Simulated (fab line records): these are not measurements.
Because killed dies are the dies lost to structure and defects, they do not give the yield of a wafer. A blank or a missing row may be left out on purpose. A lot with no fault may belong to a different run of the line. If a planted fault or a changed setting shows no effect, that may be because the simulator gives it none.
fab line records	flow sky130
record lots=12	wafers=36	last_day=50
route steps=708 shown METAL2@502 VIA4@656 METAL5@661 PAD_OPEN@708
lots untouched by any fault: they come from a run of this same line in which no faults occurred
start_h: hours from the record's opening day to when the first of the lot's shown wafers began	wait_h: hours from the lot's prior step to this one	" as in the row above	L1.1+2: several wafers, shown together as one row	- no value, or no start given	* or withheld: withheld	< > ~ a bound
route shown NAME@n: NAME is a module with steps in the file, n the number in the route of the first one	usual: the fault-free wafers' mean and standard deviation	same: alike in all rows	chamber/n: place in a boat	sites: readings site by site	_std_site: how widely they spread, as a standard deviation	_edge_site: the outer-site mean with the inner-site mean subtracted	radius_mm: for every site, how far away it sits from the centre of the wafer	mask NAME#n: copy n	behind: the last tool/chamber to shape the wafer	hold: what put the lot on hold/how long, in hours/how the hold closed	device: which transistor (n, p or np) failed to switch	end of line: the route-end tests of the same wafers	a step without rows: its recipe alone	killed: the dies lost at the first sort to structure and to defects; this is not the yield of the wafer	map: shows each die of a wafer: x if killed, . if not, _ if none is there
set.NAME: the setting the step ran with; set.NAME@STEP: the setting that earlier step ran with	model.NAME: the simulator's own value behind a step, which no gauge read
a sample of lots followed through the steps of the route, with each step as a table and each wafer as a row
services: the hour from which a tool's chamber was out of use, counted from the record's first day as start_h (under 0 if before that day), plus the number of hours and why
## steps
# step SKY_METAL2_METAL_ETCH_19
# recipe target_depth_a=3600	stop_on=SiO2	over_etch_frac=0.3	time_s=78	chemistry=Cl2/BCl3	resist_sidewall_deg=88	pressure_mtorr=10	icp_w=900	bias_w=48.5	Cl2_flow_sccm=60	bcl3_flow_sccm=30
# usual drypump_motor_current_A=5.8/0.58	oes_product_au=0.855/0.0051	throttle_valve_pct=22.264/0.009
# same over_etch_frac=0.3
lot.wafer	tool	chamber	start_h	wait_h	drypump_motor_current_A	oes_product_au	rf_hours_counter_h	throttle_valve_pct
L450.4	rie_metal-01	0	821.45	0.1	6.4	0.853	-	22.260
L450.5	"	0	"	"	6.3	0.850	-	22.260
L450.6	"	1	"	"	6.4	0.854	-	22.261
L451.3	rie_metal-03	1	846.20	0.1	5.9	0.854	-	22.254
L451.5	"	0	"	"	6.2	0.860	-	22.275
L451.6	"	1	"	"	5.9	0.856	-	22.274
L453.2	rie_metal-01	0	847.81	0.0	6.3	0.867	14	22.265
L453.3	"	1	"	"	6.4	0.848	-	22.267
L453.4	"	0	"	"	6.3	0.856	-	22.259
L454.3	rie_metal-03	0	858.82	0.1	6.2	0.862	-	22.277
L454.4	"	1	"	"	5.9	0.846	-	22.252
L454.6	"	1	"	"	5.9	0.854	-	22.267
L455.1	rie_metal-02	1	867.14	0.0	5.0	0.854	7	22.247
L455.3	"	1	"	"	5.0	0.849	-	22.271
L455.6	"	0	"	"	5.2	0.859	-	22.266
L456.3	rie_metal-01	0	878.94	0.1	6.4	0.851	-	22.250
L456.4	"	1	"	"	6.4	0.857	-	22.256
L456.6	"	1	"	"	6.4	0.863	-	22.283
L458.1	rie_metal-01	0	893.44	0.0	6.4	0.852	15	22.262
L458.2	"	1	"	"	6.4	0.848	9	22.270
L458.4	"	1	"	"	6.4	0.857	-	22.254
L460.1	rie_metal-03	1	902.86	0.0	5.9	0.855	8	22.265
L460.4	"	1	"	"	5.9	0.851	-	22.254
L460.6	"	1	"	"	5.9	0.852	-	22.243
L466.1	rie_metal-01	0	948.47	0.0	6.4	0.849	18	22.267
L466.3	"	1	"	"	6.4	0.856	-	22.268
L466.6	"	0	"	"	6.4	0.859	-	22.269
L467.1	rie_metal-01	1	954.74	0.0	6.4	0.855	12	22.274
L467.3	"	0	"	"	6.4	0.857	-	22.266
L467.5	"	1	"	"	6.4	0.851	-	22.260
L470.2	rie_metal-03	1	972.61	0.0	5.9	0.861	10	22.268
L470.5	"	0	"	"	6.2	0.862	-	22.256
L470.6	"	1	"	"	5.9	0.873	-	22.255
L472.2	rie_metal-02	0	1000.71	0.0	5.2	0.862	16	22.270
L472.4	"	1	"	"	5.0	0.865	-	22.257
L472.5	"	1	"	"	5.1	0.859	-	22.268
# step SKY_VIA4_SPUTTER_17
# recipe material=TiN	target_thk_nm=20	chamber_pressure_pa=5	power_w=4000	time_s=80
# usual throttle_valve_pct=30.2/0.97
lot.wafer	tool	chamber	start_h	wait_h	throttle_valve_pct
L450.4	pvd_sputter-03	-	1002.68	0.0	32.0
L450.5	"	-	"	"	30.4
L450.6	"	-	"	"	29.0
L451.3	pvd_sputter-01	-	1025.74	0.0	31.2
L451.5	"	-	"	"	31.5
L451.6	"	-	"	"	29.4
L453.2	pvd_sputter-01	-	1027.73	0.0	29.3
L453.3	"	-	"	"	30.2
L453.4	"	-	"	"	31.4
L454.3	pvd_sputter-03	-	1036.00	0.0	30.4
L454.4	"	-	"	"	32.2
L454.6	"	-	"	"	32.1
L455.1	pvd_sputter-03	-	1041.92	0.0	30.5
L455.3	"	-	"	"	30.4
L455.6	"	-	"	"	29.4
L456.3	pvd_sputter-01	-	1056.75	0.0	31.2
L456.4	"	-	"	"	30.3
L456.6	"	-	"	"	29.5
L458.1	pvd_sputter-03	-	1065.28	0.0	29.0
L458.2	"	-	"	"	32.4
L458.4	"	-	"	"	30.9
L460.1	pvd_sputter-01	-	1074.27	0.0	30.2
L460.4	"	-	"	"	29.2
L460.6	"	-	"	"	30.2
L466.1	pvd_sputter-03	-	1112.48	0.0	29.1
L466.3	"	-	"	"	32.1
L466.6	"	-	"	"	30.8
L467.1	pvd_sputter-03	-	1116.68	0.0	32.2
L467.3	"	-	"	"	28.9
L467.5	"	-	"	"	29.4
L470.2	pvd_sputter-01	-	1130.79	0.0	30.4
L470.5	"	-	"	"	30.3
L470.6	"	-	"	"	31.3
L472.2	pvd_sputter-03	-	1155.19	0.0	30.9
L472.4	"	-	"	"	32.2
L472.5	"	-	"	"	29.0
# step SKY_VIA4_CVD_18
# recipe material=W	target_thk_nm=505	time_s=152.14	temp_c=400	pressure_torr=40
# usual heater_power_w=908/59
lot.wafer	tool	chamber	start_h	wait_h	heater_power_w
L450.4	cvd_w-02	0	1002.79	0.1	863
L450.5	"	1	"	"	831
L450.6	"	0	"	"	857
L451.3	cvd_w-01	0	1025.86	0.1	912
L451.5	"	0	"	"	903
L451.6	"	1	"	"	991
L453.2	cvd_w-01	0	1027.79	0.0	899
L453.3	"	0	"	"	917
L453.4	"	1	"	"	974
L454.3	cvd_w-01	1	1036.12	0.1	963
L454.4	"	0	"	"	900
L454.6	"	1	"	"	992
L455.1	cvd_w-02	1	1041.98	0.0	846
L455.3	"	1	"	"	821
L455.6	"	1	"	"	843
L456.3	cvd_w-02	0	1056.86	0.1	876
L456.4	"	1	"	"	821
L456.6	"	0	"	"	898
L458.1	cvd_w-01	1	1065.34	0.0	979
L458.2	"	0	"	"	923
L458.4	"	0	"	"	905
L460.1	cvd_w-02	0	1074.33	0.0	864
L460.4	"	1	"	"	820
L460.6	"	0	"	"	892
L466.1	cvd_w-01	1	1112.54	0.0	975
L466.3	"	1	"	"	993
L466.6	"	0	"	"	903
L467.1	cvd_w-01	1	1116.74	0.0	1007
L467.3	"	0	"	"	896
L467.5	"	1	"	"	1003
L470.2	cvd_w-02	0	1130.86	0.0	869
L470.5	"	0	"	"	878
L470.6	"	1	"	"	828
L472.2	cvd_w-02	1	1155.26	0.0	846
L472.4	"	0	"	"	864
L472.5	"	1	"	"	839
# step SKY_METAL5_SPUTTER_00
# recipe material=Ti	target_thk_nm=15	power_w=3000	time_s=10	chamber_pressure_pa=0.4
# usual throttle_valve_pct=30.3/0.89
lot.wafer	tool	chamber	start_h	wait_h	throttle_valve_pct
L450.4	pvd_sputter-03	-	1003.37	0.2	29.4
L450.5	"	-	"	"	30.4
L450.6	"	-	"	"	29.2
L451.3	pvd_sputter-02	-	1026.70	0.1	30.9
L451.5	"	-	"	"	29.5
L451.6	"	-	"	"	28.9
L453.2	pvd_sputter-02	-	1028.42	0.1	29.1
L453.3	"	-	"	"	30.8
L453.4	"	-	"	"	30.7
L454.3	pvd_sputter-04	-	1036.70	0.1	30.7
L454.4	"	-	"	"	30.7
L454.6	"	-	"	"	29.2
L455.1	pvd_sputter-04	-	1042.72	0.1	30.4
L455.3	"	-	"	"	28.9
L455.6	"	-	"	"	28.9
L456.3	pvd_sputter-04	-	1057.45	0.2	30.8
L456.4	"	-	"	"	30.9
L456.6	"	-	"	"	31.0
L458.1	pvd_sputter-04	-	1065.97	0.1	30.7
L458.2	"	-	"	"	30.8
L458.4	"	-	"	"	28.8
L460.1	pvd_sputter-03	-	1074.96	0.2	30.8
L460.4	"	-	"	"	29.0
L460.6	"	-	"	"	28.8
L466.1	pvd_sputter-02	-	1113.17	0.1	30.8
L466.3	"	-	"	"	29.5
L466.6	"	-	"	"	29.3
L467.1	pvd_sputter-04	-	1117.37	0.2	30.9
L467.3	"	-	"	"	31.0
L467.5	"	-	"	"	30.7
L470.2	pvd_sputter-03	-	1131.49	0.1	29.1
L470.5	"	-	"	"	32.2
L470.6	"	-	"	"	30.8
L472.2	pvd_sputter-04	-	1155.89	0.1	30.6
L472.4	"	-	"	"	29.3
L472.5	"	-	"	"	30.9
# step SKY_PAD_OPEN_PROBE_99
# usual defect_limited_yield=82.6/2.1	killed_at_M0_to_M3=44/7.5	killed_at_M4_up=3.1/1.7	killed_at_contacts=24/6.2	killed_at_front_end=15/4.2	killed_at_other=0.4/0.58	killed_dies=85/10	killed_on_rim=17/4	killed_open=47/7.7	killed_short=38/6.4	sort_bin_3_pad_short=0.8/0.41	sort_bin_5_function=10.3/1.7	sort_bin_6_memory=6.2/1.1	sort_n_pass=407/10	sort_yield_pct=82.6/2.1
# same gross_dies=492	killed_at_back_side=0	sort_bin_4_leakage[%]=0	sort_bin_8_speed[%]=0
lot.wafer	tool	chamber	start_h	wait_h	defect_limited_yield[%]	killed_at_M0_to_M3	killed_at_M4_up	killed_at_contacts	killed_at_front_end	killed_at_other	killed_dies	killed_on_rim	killed_open	killed_short	sort_bin_3_pad_short[%]	sort_bin_5_function[%]	sort_bin_6_memory[%]	sort_n_pass	sort_yield_pct[%]
L450.4	prober-02	-	1073.61	0.2	83.1	52	5	20	6	0	83	14	59	24	0.8	9.3	6.7	409	83.1
L450.5	prober-02	-	1073.66	0.2	85.6	37	3	16	15	0	71	14	42	29	0.2	10.0	4.3	421	85.6
L450.6	prober-02	-	1073.71	0.2	80.9	47	2	33	12	0	94	16	60	34	1.4	8.5	9.1	398	80.9
L451.3	prober-01	-	1094.14	0.2	81.5	52	3	19	16	1	91	14	50	39	0.4	10.8	7.3	401	81.5
L451.5	prober-01	-	1094.24	0.2	84.1	43	2	15	17	1	78	11	36	42	0.4	7.7	7.7	414	84.1
L451.6	prober-01	-	1094.29	0.2	85.2	31	1	22	19	0	73	9	41	32	0.8	7.9	6.1	419	85.2
L453.2	prober-01	-	1095.59	0.1	82.1	45	2	28	12	1	88	18	54	34	1.0	11.4	5.5	404	82.1
L453.3	prober-01	-	1095.64	0.2	82.1	44	4	26	13	1	88	22	51	37	1.8	8.7	7.3	404	82.1
L453.4	prober-01	-	1095.69	0.2	80.5	49	1	24	22	0	96	16	55	41	1.0	12.8	5.7	396	80.5
L454.3	prober-02	-	1103.72	0.2	83.7	31	5	21	21	2	80	16	43	37	1.0	9.3	5.9	412	83.7
L454.4	prober-02	-	1103.77	0.2	80.1	56	3	32	7	0	98	17	62	36	1.2	12.2	6.5	394	80.1
L454.6	prober-02	-	1103.87	0.2	81.7	49	4	23	13	1	90	21	50	40	1.2	12.4	4.7	402	81.7
L455.1	prober-01	-	1108.23	0.1	83.3	29	5	30	18	0	82	14	46	36	1.0	10.6	5.1	410	83.3
L455.3	prober-01	-	1108.33	0.2	86.6	30	3	20	13	0	66	11	38	28	0.2	7.3	5.9	426	86.6
L455.6	prober-01	-	1108.48	0.2	84.1	26	4	22	23	3	78	12	43	32	1.0	9.6	5.3	414	84.1
L456.3	prober-01	-	1123.58	0.2	84.6	41	2	17	16	0	76	14	37	37	0.6	9.6	5.3	416	84.6
L456.4	prober-01	-	1123.63	0.2	81.5	46	4	18	23	0	91	19	51	39	0.6	11.8	6.1	401	81.5
L456.6	prober-01	-	1123.73	0.2	81.3	42	4	20	25	1	92	16	50	42	1.0	11.8	5.9	400	81.3
L458.1	prober-02	-	1129.90	0.1	81.3	35	5	37	15	0	92	16	45	47	0.4	13.2	5.1	400	81.3
L458.2	prober-02	-	1129.95	0.1	84.1	43	2	25	8	0	78	13	43	35	0.2	9.8	5.9	414	84.1
L458.4	prober-02	-	1130.05	0.2	81.3	49	7	25	11	0	92	16	53	38	0.6	11.0	7.1	400	81.3
L460.1	prober-01	-	1137.83	0.1	82.3	37	0	41	9	0	87	22	56	31	0.6	10.8	6.3	405	82.3
L460.4	prober-01	-	1137.98	0.2	80.3	49	3	29	15	1	97	16	57	37	1.4	12.2	6.1	395	80.3
L460.6	prober-01	-	1138.08	0.2	82.1	38	3	32	15	0	88	19	57	31	1.2	9.6	7.1	404	82.1
L466.1	prober-02	-	1171.70	0.1	78.5	67	1	25	13	0	106	27	41	36	2.6	12.0	6.9	386	78.5
L466.3	prober-02	-	1171.80	0.2	80.5	50	2	27	17	0	96	19	47	49	0.4	13.2	5.9	396	80.5
L466.6	prober-02	-	1171.95	0.2	78.3	71	2	17	16	1	107	33	36	42	2.6	10.6	8.5	385	78.3
L467.1	prober-01	-	1175.80	0.1	77.8	58	1	30	20	0	109	20	58	50	1.0	13.6	7.5	383	77.8
L467.3	prober-01	-	1175.90	0.2	80.9	58	5	19	12	0	94	26	33	38	2.6	11.2	5.3	398	80.9
L467.5	prober-01	-	1176.00	0.2	83.5	41	4	21	14	1	81	17	42	38	0.4	9.6	6.5	411	83.5
L470.2	prober-02	-	1187.38	0.1	83.5	48	3	21	9	0	81	19	41	40	0.6	7.5	8.3	411	83.5
L470.5	prober-02	-	1187.53	0.2	83.9	42	3	20	13	1	79	11	46	33	0.8	8.5	6.7	413	83.9
L470.6	prober-02	-	1187.58	0.2	80.3	55	4	20	17	1	97	15	49	48	1.6	11.0	7.1	395	80.3
L472.2	prober-01	-	1208.04	0.1	85.8	36	1	19	14	0	70	19	45	25	0.2	9.6	4.5	422	85.8
L472.4	prober-01	-	1208.14	0.2	83.3	47	2	19	12	2	82	24	44	38	0.6	9.6	6.5	410	83.3
L472.5	prober-01	-	1208.19	0.2	80.1	57	4	25	12	0	98	26	57	41	0.4	11.2	8.3	394	80.1
# killed by level:class
L450.4 VIA2:geometric_particle:open=13 VIA1:geometric_particle:open=11 VIA3:geometric_particle:open=10 LI_CONTACT:geometric_particle:open=7 CONTACT:geometric_particle:open=7 METAL1:geometric_particle:short=4 CONTACT:geometric_particle:short=3 METAL1:geometric_particle:open=3
L450.5 VIA1:geometric_particle:open=14 VIA3:geometric_particle:open=9 CONTACT:geometric_particle:open=6 FIELD_ISO:geometric_particle:short=5 LI_CONTACT:geometric_particle:open=4 POLY_GATE:geometric_particle:short=4 VIA2:geometric_particle:open=4 METAL1:geometric_particle:short=3
L450.6 VIA1:geometric_particle:open=12 CONTACT:geometric_particle:open=11 LI_CONTACT:geometric_particle:open=9 VIA3:geometric_particle:open=8 FIELD_ISO:geometric_particle:open=7 VIA2:geometric_particle:open=6 LOCAL_INTERCONNECT:geometric_particle:short=5 METAL2:geometric_particle:short=5
L451.3 VIA1:geometric_particle:open=15 CONTACT:geometric_particle:open=10 VIA1:geometric_particle:short=7 METAL2:geometric_particle:short=7 VIA2:geometric_particle:open=6 FIELD_ISO:geometric_particle:open=4 LI_CONTACT:geometric_particle:open=4 METAL2:geometric_particle:open=4
L451.5 VIA1:geometric_particle:open=8 VIA1:geometric_particle:short=8 VIA2:geometric_particle:open=8 FIELD_ISO:geometric_particle:short=5 LI_CONTACT:geometric_particle:open=5 FIELD_ISO:geometric_particle:open=4 LOCAL_INTERCONNECT:geometric_particle:short=4 METAL2:geometric_particle:short=4
L451.6 VIA1:geometric_particle:open=11 CONTACT:geometric_particle:open=9 FIELD_ISO:geometric_particle:short=6 FIELD_ISO:geometric_particle:open=5 LI_CONTACT:geometric_particle:open=4 VIA1:geometric_particle:short=4 VIA3:geometric_particle:open=4 POLY_GATE:geometric_particle:open=3
L453.2 VIA1:geometric_particle:open=13 CONTACT:geometric_particle:open=11 VIA3:geometric_particle:open=8 LI_CONTACT:geometric_particle:open=7 METAL1:geometric_particle:short=6 CONTACT:geometric_particle:short=4 METAL2:geometric_particle:short=4 POLY_GATE:geometric_particle:short=3
L453.3 VIA1:geometric_particle:open=15 LI_CONTACT:geometric_particle:open=9 VIA2:geometric_particle:open=6 CONTACT:geometric_particle:short=6 VIA3:geometric_particle:open=6 LOCAL_INTERCONNECT:geometric_particle:short=5 VIA1:geometric_particle:short=4 METAL2:geometric_particle:short=4
L453.4 VIA1:geometric_particle:open=13 CONTACT:geometric_particle:open=10 POLY_GATE:geometric_particle:open=7 METAL2:geometric_particle:short=7 VIA3:geometric_particle:open=6 POLY_GATE:geometric_particle:short=4 LI_CONTACT:geometric_particle:open=4 LOCAL_INTERCONNECT:geometric_particle:short=4
L454.3 VIA1:geometric_particle:open=11 FIELD_ISO:geometric_particle:open=7 CONTACT:geometric_particle:open=7 VIA3:geometric_particle:open=6 FIELD_ISO:geometric_particle:short=5 LOCAL_INTERCONNECT:geometric_particle:short=5 METAL4:geometric_particle:short=5 POLY_GATE:geometric_particle:short=4
L454.4 VIA1:geometric_particle:open=13 CONTACT:geometric_particle:open=13 VIA3:geometric_particle:open=11 LI_CONTACT:geometric_particle:open=8 VIA2:geometric_particle:open=7 VIA2:geometric_particle:short=6 CONTACT:geometric_particle:short=6 VIA3:geometric_particle:short=5
L454.6 VIA1:geometric_particle:open=13 METAL1:geometric_particle:short=10 CONTACT:geometric_particle:open=9 POLY_GATE:geometric_particle:open=5 VIA3:geometric_particle:open=5 FIELD_ISO:geometric_particle:open=4 VIA2:geometric_particle:open=4 LI_CONTACT:geometric_particle:open=4
L455.1 VIA1:geometric_particle:open=13 CONTACT:geometric_particle:open=8 LOCAL_INTERCONNECT:geometric_particle:short=7 FIELD_ISO:geometric_particle:short=6 FIELD_ISO:geometric_particle:open=6 CONTACT:geometric_particle:short=5 METAL4:geometric_particle:short=5 LOCAL_INTERCONNECT:geometric_particle:open=4
L455.3 VIA1:geometric_particle:open=11 CONTACT:geometric_particle:short=7 FIELD_ISO:geometric_particle:open=5 CONTACT:geometric_particle:open=5 METAL1:geometric_particle:short=5 LI_CONTACT:geometric_particle:open=4 VIA3:geometric_particle:open=4 POLY_GATE:geometric_particle:open=3
L455.6 CONTACT:geometric_particle:open=10 VIA2:geometric_particle:open=7 POLY_GATE:geometric_particle:short=6 LI_CONTACT:geometric_particle:open=6 FIELD_ISO:geometric_particle:short=5 POLY_GATE:geometric_particle:open=4 VIA1:geometric_particle:open=4 METAL4:geometric_particle:short=3
L456.3 METAL2:geometric_particle:short=9 VIA1:geometric_particle:open=8 POLY_GATE:geometric_particle:open=5 METAL1:geometric_particle:short=5 VIA2:geometric_particle:open=5 VIA3:geometric_particle:open=5 LOCAL_INTERCONNECT:geometric_particle:short=4 LI_CONTACT:geometric_particle:open=4
L456.4 VIA1:geometric_particle:open=13 VIA3:geometric_particle:open=7 LI_CONTACT:geometric_particle:open=6 VIA2:geometric_particle:open=6 POLY_GATE:geometric_particle:short=5 POLY_GATE:geometric_particle:open=5 CONTACT:geometric_particle:open=5 METAL1:geometric_particle:short=5
L456.6 VIA3:geometric_particle:open=10 VIA2:geometric_particle:open=9 FIELD_ISO:geometric_particle:open=6 POLY_GATE:geometric_particle:open=5 METAL1:geometric_particle:short=5 LI_CONTACT:geometric_particle:open=5 CONTACT:geometric_particle:short=5 POLY_GATE:geometric_particle:short=4
L458.1 CONTACT:geometric_particle:open=16 LOCAL_INTERCONNECT:geometric_particle:short=9 METAL1:geometric_particle:short=7 CONTACT:geometric_particle:short=6 VIA1:geometric_particle:open=6 POLY_GATE:geometric_particle:open=5 METAL2:geometric_particle:short=5 VIA3:geometric_particle:open=5
L458.2 CONTACT:geometric_particle:open=13 VIA1:geometric_particle:open=10 VIA1:geometric_particle:short=6 METAL2:geometric_particle:short=6 METAL1:geometric_particle:short=5 LI_CONTACT:geometric_particle:open=4 LOCAL_INTERCONNECT:geometric_particle:short=4 VIA2:geometric_particle:open=4
L458.4 VIA1:geometric_particle:open=23 CONTACT:geometric_particle:open=12 LOCAL_INTERCONNECT:geometric_particle:short=6 POLY_GATE:geometric_particle:short=5 METAL1:geometric_particle:short=5 VIA3:geometric_particle:open=5 METAL4:geometric_particle:short=5 VIA1:geometric_particle:short=4
L460.1 CONTACT:geometric_particle:open=18 VIA1:geometric_particle:open=12 CONTACT:geometric_particle:short=8 LI_CONTACT:geometric_particle:open=8 VIA2:geometric_particle:open=6 LI_CONTACT:geometric_particle:short=5 VIA1:geometric_particle:short=5 FIELD_ISO:geometric_particle:open=3
L460.4 VIA1:geometric_particle:open=18 CONTACT:geometric_particle:open=8 LI_CONTACT:geometric_particle:open=6 CONTACT:geometric_particle:short=6 VIA3:geometric_particle:open=6 METAL1:geometric_particle:short=5 METAL2:geometric_particle:short=5 VIA2:geometric_particle:open=5
L460.6 LI_CONTACT:geometric_particle:open=11 CONTACT:geometric_particle:open=11 VIA2:geometric_particle:open=9 VIA3:geometric_particle:open=9 VIA1:geometric_particle:open=6 FIELD_ISO:geometric_particle:short=5 LI_CONTACT:geometric_particle:short=5 FIELD_ISO:geometric_particle:open=3
L466.1 METAL2:unspecified=29 VIA1:geometric_particle:open=12 CONTACT:geometric_particle:open=11 LI_CONTACT:geometric_particle:open=5 CONTACT:geometric_particle:short=5 VIA3:geometric_particle:open=5 METAL1:geometric_particle:short=5 METAL2:geometric_particle:short=5
L466.3 METAL1:geometric_particle:short=12 CONTACT:geometric_particle:short=8 VIA1:geometric_particle:open=8 VIA2:geometric_particle:open=8 LI_CONTACT:geometric_particle:open=7 CONTACT:geometric_particle:open=7 VIA1:geometric_particle:short=6 FIELD_ISO:geometric_particle:open=4
L466.6 METAL2:unspecified=29 VIA1:geometric_particle:open=8 METAL1:geometric_particle:short=7 METAL2:geometric_particle:short=7 VIA3:geometric_particle:open=7 CONTACT:geometric_particle:open=6 CONTACT:geometric_particle:short=5 POLY_GATE:geometric_particle:open=4
L467.1 VIA1:geometric_particle:open=11 LI_CONTACT:geometric_particle:open=10 CONTACT:geometric_particle:open=10 METAL2:geometric_particle:short=10 METAL1:geometric_particle:short=8 VIA2:geometric_particle:open=8 VIA1:geometric_particle:short=6 FIELD_ISO:geometric_particle:short=5
L467.3 METAL2:unspecified=23 VIA1:geometric_particle:open=9 CONTACT:geometric_particle:open=5 CONTACT:geometric_particle:short=5 METAL2:geometric_particle:short=5 METAL4:geometric_particle:short=5 LI_CONTACT:geometric_particle:open=4 VIA3:geometric_particle:open=4
L467.5 VIA1:geometric_particle:open=11 LI_CONTACT:geometric_particle:open=7 CONTACT:geometric_particle:open=7 VIA2:geometric_particle:open=6 VIA2:geometric_particle:short=6 FIELD_ISO:geometric_particle:open=5 CONTACT:geometric_particle:short=5 VIA1:geometric_particle:short=5
L470.2 CONTACT:geometric_particle:open=8 VIA3:geometric_particle:open=8 VIA1:geometric_particle:open=7 METAL1:geometric_particle:short=7 METAL2:geometric_particle:short=7 VIA2:geometric_particle:open=5 LI_CONTACT:geometric_particle:open=4 LOCAL_INTERCONNECT:geometric_particle:short=4
L470.5 VIA3:geometric_particle:open=9 CONTACT:geometric_particle:open=8 VIA1:geometric_particle:open=8 LI_CONTACT:geometric_particle:open=6 METAL1:geometric_particle:short=6 POLY_GATE:geometric_particle:short=4 METAL2:geometric_particle:short=4 FIELD_ISO:geometric_particle:open=3
L470.6 VIA1:geometric_particle:open=8 VIA1:geometric_particle:short=8 METAL1:geometric_particle:short=7 VIA2:geometric_particle:open=7 VIA3:geometric_particle:open=7 CONTACT:geometric_particle:open=6 FIELD_ISO:geometric_particle:open=5 POLY_GATE:geometric_particle:short=5
L472.2 CONTACT:geometric_particle:open=8 VIA1:geometric_particle:open=8 VIA3:geometric_particle:open=7 VIA2:geometric_particle:open=7 FIELD_ISO:geometric_particle:open=5 POLY_GATE:geometric_particle:open=4 CONTACT:geometric_particle:short=4 VIA1:geometric_particle:short=4
L472.4 VIA2:geometric_particle:open=10 CONTACT:geometric_particle:open=8 VIA1:geometric_particle:open=8 LI_CONTACT:geometric_particle:open=6 METAL2:geometric_particle:short=6 VIA1:geometric_particle:short=5 VIA3:geometric_particle:open=5 METAL1:geometric_particle:short=4
L472.5 VIA1:geometric_particle:open=19 METAL1:geometric_particle:short=8 LI_CONTACT:geometric_particle:open=7 CONTACT:geometric_particle:open=7 VIA3:geometric_particle:open=7 CONTACT:geometric_particle:short=6 VIA2:geometric_particle:open=6 POLY_GATE:geometric_particle:short=5
## services
tool	chamber	start_h	hours	kind
pvd_sputter-01	-	838.35	1.6	repair
rie_metal-02	-	849.35	0.2	repair
rie_metal-02	0	892.33	1.4	repair
rie_metal-01	-	902.07	1.4	pm
cvd_w-02	-	904.00	14.0	pm
pvd_sputter-03	-	904.85	24.6	repair
rie_metal-03	1	909.49	4.4	repair
cvd_w-02	-	933.00	2.8	pm
pvd_sputter-04	-	937.41	8.7	repair
pvd_sputter-04	-	964.66	21.3	repair
pvd_sputter-02	-	965.46	5.1	repair
pvd_sputter-01	-	999.93	6.8	repair
cvd_w-01	-	1002.54	2.8	pm
cvd_w-02	-	1022.89	6.0	pm
pvd_sputter-03	-	1047.69	3.0	repair
rie_metal-02	-	1053.82	0.5	repair
rie_metal-02	-	1062.40	14.6	pm
pvd_sputter-04	-	1070.64	1.6	repair
pvd_sputter-03	1	1084.88	-	consumable_replace:kit
pvd_sputter-03	1	1084.88	18.0	scheduled_down
cvd_w-02	-	1098.25	6.9	pm
rie_metal-01	-	1109.55	0.8	repair
cvd_w-01	-	1116.92	1.1	repair
pvd_sputter-01	-	1155.79	12.4	repair
## key
first_sign step=SKY_PAD_OPEN_PROBE_99	reading=sort_bin_3_pad_short	direction=up	sigmas=4.4	usual=0.8	struck=2.6
effect step=SKY_PAD_OPEN_PROBE_99	reading=killed_at_M0_to_M3	direction=up	sigmas=2.9	usual=44	struck=65
met_at SKY_METAL2_METAL_ETCH_19
struck_lots L466,L467
struck_wafers L466.1,L466.6,L467.3
not_acting_at SKY_VIA4_SPUTTER_17,SKY_VIA4_CVD_18,SKY_METAL5_SPUTTER_00
onset_between 893.44 948.47
fault kind=chamber_particle_source	tool=rie_metal-01	chamber=0	onset_h=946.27	steps=SKY_METAL2_METAL_ETCH_19	rate_per_visit_cm2=1.8791	end_h=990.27
